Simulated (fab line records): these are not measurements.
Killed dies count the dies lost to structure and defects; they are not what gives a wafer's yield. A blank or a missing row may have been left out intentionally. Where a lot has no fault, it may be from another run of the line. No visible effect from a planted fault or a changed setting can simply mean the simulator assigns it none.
Matching of chambers / flow gf180mcu / GF_V1_CMP_26 on cmp-01: 4 sister chambers
The step polishes, stops on SiO2, t overpolish 15 s, target thk 0 nm. 4 wafers are shown with their chamber, then 12 later ones without.

## WAFERS WITH THEIR CHAMBER
wafer=L088.6; chamber=3; motorCurrentA (A)=11.4
wafer=L089.1; chamber=0; motorCurrentA (A)=10.4
wafer=L089.2; chamber=1; motorCurrentA (A)=11.4
wafer=L089.3; chamber=2; motorCurrentA (A)=9.6

## WAFERS WITHOUT THEIR CHAMBER
wafer=L090.1; motorCurrentA (A)=9.8
wafer=L090.2; motorCurrentA (A)=11.6
wafer=L090.3; motorCurrentA (A)=12.4
wafer=L092.2; motorCurrentA (A)=12.2
wafer=L092.3; motorCurrentA (A)=9.6
wafer=L092.4; motorCurrentA (A)=11.0
wafer=L093.2; motorCurrentA (A)=10.1
wafer=L093.3; motorCurrentA (A)=12.2
wafer=L093.6; motorCurrentA (A)=10.1
wafer=L095.3; motorCurrentA (A)=11.0
wafer=L095.5; motorCurrentA (A)=12.4
wafer=L095.6; motorCurrentA (A)=10.1

## WHICH CHAMBER EACH ONE RAN IN
wafer=L090.1; from the rows above=can't be placed: 2 or 0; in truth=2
wafer=L090.2; from the rows above=can't be placed: 1 or 3 or 0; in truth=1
wafer=L090.3; from the rows above=can't be placed: 1 or 3 or 0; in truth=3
wafer=L092.2; from the rows above=can't be placed: 1 or 3 or 0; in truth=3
wafer=L092.3; from the rows above=can't be placed: 2 or 0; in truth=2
wafer=L092.4; from the rows above=can't be placed: 1 or 3 or 0 or 2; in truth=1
wafer=L093.2; from the rows above=can't be placed: 0 or 2 or 1 or 3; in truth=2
wafer=L093.3; from the rows above=can't be placed: 1 or 3 or 0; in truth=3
wafer=L093.6; from the rows above=can't be placed: 0 or 2 or 1 or 3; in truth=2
wafer=L095.3; from the rows above=can't be placed: 1 or 3 or 0 or 2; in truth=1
wafer=L095.5; from the rows above=can't be placed: 1 or 3 or 0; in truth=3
wafer=L095.6; from the rows above=can't be placed: 0 or 2 or 1 or 3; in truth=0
Correct placement for 0 of the 12. Unplaceable from these rows: 12, with the true chamber sitting among the candidates in 12. Number placed wrongly: 0.
How it was worked out, from the rows above alone: a wafer's distance from a chamber is the root of the sum, over the readings, of the square of ((its reading less the chamber's mean) divided by the reading's scatter). If the next closest chamber is less than 2 further off than the closest, the wafer can't be placed; otherwise it belongs to the closest. A chamber's mean is the mean of its shown wafers. The scatter: root of mean squared gap, hidden wafer to nearest shown wafer, with one shown wafer a chamber.
